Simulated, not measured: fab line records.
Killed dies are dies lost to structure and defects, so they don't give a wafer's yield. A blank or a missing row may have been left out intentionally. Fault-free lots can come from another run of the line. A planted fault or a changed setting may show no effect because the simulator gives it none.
The tool behind it: which one? :: flow sky130 :: 12 lots with 36 wafers sampled at 4 steps, on a route of 708 steps

## WHAT THE GAUGES SHOWED, per wafer
SKY_FIELD_ISO_THK_MEAS_25. Usual: for FIELD_ISO_CVD_24_THK the level is 590 nm and the standard deviation is 6.6.
lot: L996
measured: day 2 08:16
on: filmMetro-01
FIELD_ISO_CVD_24_THK (nm): 595 580 580
flag: 

lot: L997
measured: day 2 18:06
on: filmMetro-04
FIELD_ISO_CVD_24_THK (nm): 601 591 595
flag: 

lot: L998
measured: day 2 18:10
on: filmMetro-04
FIELD_ISO_CVD_24_THK (nm): 593 589 596
flag: 

lot: L101
measured: day 3 14:25
on: filmMetro-01
FIELD_ISO_CVD_24_THK (nm): 598 589 596
flag: 

lot: L102
measured: day 3 15:32
on: filmMetro-01
FIELD_ISO_CVD_24_THK (nm): 584 583 580
flag: 

lot: L104
measured: day 4 04:32
on: filmMetro-04
FIELD_ISO_CVD_24_THK (nm): 584 592 579
flag: 

lot: L109
measured: day 5 04:44
on: filmMetro-01
FIELD_ISO_CVD_24_THK (nm): 586 582 595
flag: 

lot: L111
measured: day 5 13:23
on: filmMetro-02
FIELD_ISO_CVD_24_THK (nm): 595 592 583
flag: 

lot: L113
measured: day 5 22:16
on: filmMetro-01
FIELD_ISO_CVD_24_THK (nm): 599 582 586
flag: 

lot: L114
measured: day 6 05:02
on: filmMetro-01
FIELD_ISO_CVD_24_THK (nm): 600 581 588
flag: 

lot: L115
measured: day 6 10:59
on: filmMetro-04
FIELD_ISO_CVD_24_THK (nm): 586 607 590
flag: 

lot: L119
measured: day 7 10:17
on: filmMetro-01
FIELD_ISO_CVD_24_THK (nm): 598 585 591
flag: 

SKY_PWDE_TW_MEAS_10. Usual: for PWDE_TW the level is 373 and the standard deviation is 4.1.
lot: L996
measured: day 4 09:38
on: filmMetro-03
PWDE_TW: 373 374 372
flag: 

lot: L997
measured: day 4 17:44
on: filmMetro-03
PWDE_TW: 372 370 372
flag: 

lot: L998
measured: day 4 18:05
on: filmMetro-02
PWDE_TW: 371 371 371
flag: 

lot: L101
measured: day 5 04:36
on: filmMetro-01
PWDE_TW: 377 377 379
flag: 

lot: L102
measured: day 5 09:01
on: filmMetro-02
PWDE_TW: 371 369 366
flag: 

lot: L104
measured: day 5 22:53
on: filmMetro-01
PWDE_TW: 376 377 375
flag: 

lot: L109
measured: day 6 22:28
on: filmMetro-01
PWDE_TW: 377 376 376
flag: 

lot: L111
measured: day 7 09:13
on: filmMetro-03
PWDE_TW: 371 371 371
flag: 

lot: L113
measured: day 7 17:43
on: filmMetro-02
PWDE_TW: 372 369 369
flag: 

lot: L114
measured: day 7 23:53
on: filmMetro-01
PWDE_TW: 380 378 378
flag: 

lot: L115
measured: day 8 06:08
on: filmMetro-02
PWDE_TW: 368 370 369
flag: 

lot: L119
measured: day 9 16:06
on: filmMetro-02
PWDE_TW: 367 365 365
flag: 

SKY_NWELL_RS_MEAS_29: measurement is done with a four-point probe. Usual: for NWELL_RS the level is 625.0 ohm/sq and the standard deviation is 1.5.
lot: L996
measured: day 5 22:46
on: filmMetro-02
NWELL_RS (ohm/sq): 623.4 623.6 623.8
flag: 

lot: L997
measured: day 6 05:59
on: filmMetro-02
NWELL_RS (ohm/sq): 622.1 622.8 622.4
flag: 

lot: L998
measured: day 6 07:28
on: filmMetro-02
NWELL_RS (ohm/sq): 626.6 627.3 626.5
flag: 

lot: L101
measured: day 6 18:54
on: filmMetro-03
NWELL_RS (ohm/sq): 624.1 625.1 625.0
flag: 

lot: L102
measured: day 7 00:02
on: filmMetro-03
NWELL_RS (ohm/sq): 625.4 625.8 627.0
flag: 

lot: L104
measured: day 7 13:04
on: filmMetro-02
NWELL_RS (ohm/sq): 625.0 623.5 623.5
flag: 

lot: L109
measured: day 8 12:44
on: filmMetro-01
NWELL_RS (ohm/sq): 633.4 632.6 630.9
flag: OFF

lot: L111
measured: day 9 00:47
on: filmMetro-01
NWELL_RS (ohm/sq): 633.4 636.2 634.6
flag: OFF

lot: L113
measured: day 9 10:42
on: filmMetro-03
NWELL_RS (ohm/sq): 632.1 631.4 631.6
flag: OFF

lot: L114
measured: day 9 19:14
on: filmMetro-02
NWELL_RS (ohm/sq): 624.1 624.8 625.2
flag: 

lot: L115
measured: day 10 00:52
on: filmMetro-03
NWELL_RS (ohm/sq): 624.8 625.3 624.0
flag: 

lot: L119
measured: day 11 13:31
on: filmMetro-02
NWELL_RS (ohm/sq): 624.0 624.0 625.1
flag: 

## WHICH TOOL RAN EACH LOT (tool, then ch and the chambers of the sampled wafers, then the start)
lot: L996
SKY_NWELL_IMPLANT_13: implanter-04 ch 0, day 5 03:58

lot: L997
SKY_NWELL_IMPLANT_13: implanter-02 ch 0, day 5 11:32

lot: L998
SKY_NWELL_IMPLANT_13: implanter-01 ch 0, day 5 12:11

lot: L101
SKY_NWELL_IMPLANT_13: implanter-04 ch 0, day 5 23:19

lot: L102
SKY_NWELL_IMPLANT_13: implanter-02 ch 0, day 6 04:11

lot: L104
SKY_NWELL_IMPLANT_13: implanter-02 ch 0, day 6 17:41

lot: L109
SKY_NWELL_IMPLANT_13: implanter-04 ch 0, day 7 17:29

lot: L111
SKY_NWELL_IMPLANT_13: implanter-04 ch 0, day 8 03:41

lot: L113
SKY_NWELL_IMPLANT_13: implanter-04 ch 0, day 8 13:17

lot: L114
SKY_NWELL_IMPLANT_13: implanter-01 ch 0, day 8 20:50

lot: L115
SKY_NWELL_IMPLANT_13: implanter-01 ch 0, day 9 03:11

lot: L119
SKY_NWELL_IMPLANT_13: implanter-02 ch 0, day 10 13:37
- SKY_NWELL_IMPLANT_13

## AS READ BY THE TOOLS THEMSELVES (means over the sampled wafers that have a number; for cases with no such wafer, the mark the record gives instead)
SKY_NWELL_IMPLANT_13. Usual: doseIonsCm2 6.998e+11, standard deviation 7.5e+08; faradayCurrentUA 3.94, standard deviation 0.085.
lot: L996
tool: implanter-04
doseIonsCm2: 6.994e+11
faradayCurrentUA: 3.95
flag: 

lot: L997
tool: implanter-02
doseIonsCm2: 7.008e+11
faradayCurrentUA: 4.00
flag: 

lot: L998
tool: implanter-01
doseIonsCm2: 6.996e+11
faradayCurrentUA: 3.98
flag: 

lot: L101
tool: implanter-04
doseIonsCm2: 7.005e+11
faradayCurrentUA: 4.01
flag: 

lot: L102
tool: implanter-02
doseIonsCm2: 6.990e+11
faradayCurrentUA: 3.95
flag: 

lot: L104
tool: implanter-02
doseIonsCm2: 6.997e+11
faradayCurrentUA: 3.90
flag: 

lot: L109
tool: implanter-04
doseIonsCm2: 4.695e+11
faradayCurrentUA: 2.71
flag: OFF

lot: L111
tool: implanter-04
doseIonsCm2: 4.685e+11
faradayCurrentUA: 2.60
flag: OFF

lot: L113
tool: implanter-04
doseIonsCm2: 4.692e+11
faradayCurrentUA: 2.69
flag: OFF

lot: L114
tool: implanter-01
doseIonsCm2: 6.997e+11
faradayCurrentUA: 4.01
flag: 

lot: L115
tool: implanter-01
doseIonsCm2: 6.992e+11
faradayCurrentUA: 3.95
flag: 

lot: L119
tool: implanter-02
doseIonsCm2: 6.994e+11
faradayCurrentUA: 3.95
flag: 

## THE ANSWER, worked out from the rows above alone
Rule: take the mean of a lot's wafers that have a number; if it is more than 3 standard deviations from the usual mean, the lot is off. A lot without any number at a reading at which 4 lots or more have one is off too. The other lots that the step has rows for count as sound. Order of review: gauges by route order, followed by the tools' own readings, for which a lot's mean as printed above is used. At the first step where some lot is off, the reading lying furthest off is the one used; lots without a number count as furthest.
Off: L109, L111, L113, at SKY_NWELL_RS_MEAS_29 (NWELL_RS).
If a tool, at a process step before that reading, ran all the lots that are off and no sound lot after the first of them, it fits. The gauges at SKY_NWELL_RS_MEAS_29 aren't tried: what is off there is off at SKY_NWELL_IMPLANT_13 too, on other tools, and a gauge's error can't cause that. One fits: implanter-04 at SKY_NWELL_IMPLANT_13. A fault onset in the window from L101 (day 5 23:19, its last sound lot) to L109 (day 7 17:29, its first lot off) fits.
The tool's own readings at SKY_NWELL_IMPLANT_13 bear it out: on the lots that are off they differ by more than 5 times the standard deviation of the sound lots' means. doseIonsCm2 reads 4.691e+11 there against 6.997e+11 on the sound lots; faradayCurrentUA reads 2.67 there against 3.97 on the sound lots.

## WHAT THE SIMULATOR PUT IN
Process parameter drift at SKY_NWELL_IMPLANT_13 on implanter-04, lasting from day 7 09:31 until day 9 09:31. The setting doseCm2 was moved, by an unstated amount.
Shown lots that were struck: L109, L111, L113. The same result came from the rule above.
